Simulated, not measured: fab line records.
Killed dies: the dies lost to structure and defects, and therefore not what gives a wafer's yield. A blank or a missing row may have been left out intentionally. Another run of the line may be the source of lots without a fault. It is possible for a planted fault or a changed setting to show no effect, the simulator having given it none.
A lot that was struck, set against a sound lot :: flow sky130 :: 21 steps out of a route of 708
Sound: the wafers L400.4, L400.5, L400.6. Struck: wafer L408.2. (L408.3, L408.4 of the same lot were not struck and are left out.) The cause comes at the end.
Order at every step that has rows: each side's tool, ch and its chambers, its first start. Under that, the readings that differ: sound wafers :: struck wafers :: difference of the means :: sigmas: that difference in standard deviations of wafers without a fault.
alike: same words and numbers on both sides, and readings whose means sit less than 2 such deviations apart. not compared: any withheld reading, any reading some wafer has no value for, any bound like >300 that may hide the same value, and any number with overlapping values for which the record gives no deviation.
The two part at a step that has a row with sigmas, a row that says differs or no value, or rows on one side only. When numbers do not overlap yet have no deviation, they are printed without sigmas and do not part them. Lack of a reading on every wafer of one side parts them only where that side has two or more wafers.

SKY_SD_N_RS_MEAS_17: uses a four-point probe to measure.
  struck on film-metro-02, day 30 10:59; sound on film-metro-02, day 27 13:03
  alike: SD_P_RS
SKY_SD_N_RS_MEAS_18: uses a four-point probe to measure.
  struck on film-metro-02, day 30 11:06; sound on film-metro-02, day 27 13:10
  alike: RES_XHIGH_RS
then, 2 steps without rows for these wafers: SKY_SALICIDE_CLEAN_00 (cleans in HF-last, time 30 s); SKY_LI_CONTACT_HDPCVD_00 (deposits PSG, target thk 930 nm, time 155 s).
SKY_LI_CONTACT_THK_MEAS_01:
  struck on film-metro-03, day 30 11:20; sound on film-metro-03, day 27 13:26
  alike: LI_CONTACT_HDPCVD_THK
SKY_LI_CONTACT_CMP_02: polishes PSG.
  sound on cmp-02 ch 0,2,3, day 27 13:34; struck on cmp-01 ch 2, day 30 11:26
reading: head-pressure-psi (psi)
sound: 4.007 4.005 3.997
struck: 3.983
difference: -0.020
sigmas: -2
  alike: motor-current-A, platen-rpm, slurry-flow-ml-min, time-to-endpoint-s
SKY_LI_CONTACT_BOW_MEAS_03:
  struck on film-metro-02, day 30 11:42; sound on film-metro-02, day 27 13:49
  alike: LI_CONTACT_BOW
then, 5 steps without rows for these wafers: SKY_LI_CONTACT_DEHYDRATE_04 (time 60 s); SKY_LI_CONTACT_HMDS_05 (prime time 60 s); SKY_LI_CONTACT_COAT_06 (resist thk 60 nm); SKY_LI_CONTACT_COAT_07 (resist thk 450 nm); SKY_LI_CONTACT_SOFTBAKE_08 (time 90 s).
SKY_LI_CONTACT_EXPOSE_09: exposes mask LICM1, target cd 170 nm.
  sound on krf-scanner-02 ch 0, day 28 04:37; struck on krf-scanner-01 ch 0, day 31 01:52
  alike: mask
then, 2 steps without rows for these wafers: SKY_LI_CONTACT_PEB_10; SKY_LI_CONTACT_DEVELOP_11 (develop time 60 s).
SKY_LI_CONTACT_CD_MEAS_12: the cd target is 170 nm.
  struck on cd-sem-01, day 31 15:13; sound on cd-sem-02, day 28 17:48
reading: cd-nm (nm)
sound: 170.7 171.0 169.7
struck: 144.0
difference: -26.5
sigmas: -19
  not compared: hold
SKY_LI_CONTACT_OVL_MEAS_13:
  struck on overlay-02, day 31 21:48; sound on overlay-02, day 28 17:52
reading: hold
sound: - - -
struck: await-dispo/6.5h/release
difference: no value on the sound wafers
sigmas: 
  alike: LI_CONTACT_OVL
SKY_LI_CONTACT_ETCH_14: etches BARC in N2/H2, stops on SiO2, time 45.9 s, target depth 60 nm.
  sound on rie-diel-02 ch 2,3, day 28 17:53; struck on rie-diel-02 ch 2, day 31 21:50
reading: model.LI_CONTACT.cd-nm (nm)
sound: 170.4 170.9 170.1
struck: 144
difference: -26
sigmas: 
  alike: drypump-motor-current-A, oes-product-au, throttle-valve-pct
  not compared: rf-hours-counter-h
SKY_LI_CONTACT_ETCH_15: etches PSG in C4F8/O2/Ar, stops on Si, target depth 600 nm.
  sound on rie-diel-02 ch 2,3, day 28 17:56; struck on rie-diel-02 ch 2, day 31 21:52
reading: model.LI_CONTACT.cd-nm (nm)
sound: 170.9 171.1 170.2
struck: 144.2
difference: -26.5
sigmas: 
  alike: oes-product-au
SKY_LI_CONTACT_STRIP_16: strips in O2/N2.
  sound on plasma-asher-04 ch 0,1, day 28 18:03; struck on plasma-asher-02 ch 0, day 31 22:08
reading: oes-product-au (a.u.)
sound: 0.371 0.374 0.364
struck: 0.382
difference: +0.012
sigmas: +3

reading: rf-hours-counter-h (h)
sound: - - -
struck: 31
difference: no value on the sound wafers
sigmas: 
  alike: drypump-motor-current-A, strip-time-to-endpoint-s
-- the record jumps here: 16 days lie between the struck wafers' starts before and after (it left off in module LI_CONTACT and takes up again in module PAD_OPEN, whose first step shown is number 708 of the route) --
SKY_PAD_OPEN_PROBE_99:
  struck on prober-01, day 47 14:23; sound on prober-02, day 45 12:44
reading: hold
sound: - - -
struck: await-dispo/3.5h/release
difference: no value on the sound wafers
sigmas: 

reading: killed-at-contacts
sound: 26 25 26
struck: 120
difference: +94
sigmas: +17

reading: killed-dies
sound: 86 87 90
struck: 185
difference: +97
sigmas: +10
  alike: killed_at_M0_to_M3, killed_at_M4_up, killed-at-front-end, killed-at-other, killed-open, killed-short

== WHERE THEY PART ==
At SKY_LI_CONTACT_CMP_02 first; at SKY_PAD_OPEN_PROBE_99 last (within this record only).

WHY: the cause the simulator had injected
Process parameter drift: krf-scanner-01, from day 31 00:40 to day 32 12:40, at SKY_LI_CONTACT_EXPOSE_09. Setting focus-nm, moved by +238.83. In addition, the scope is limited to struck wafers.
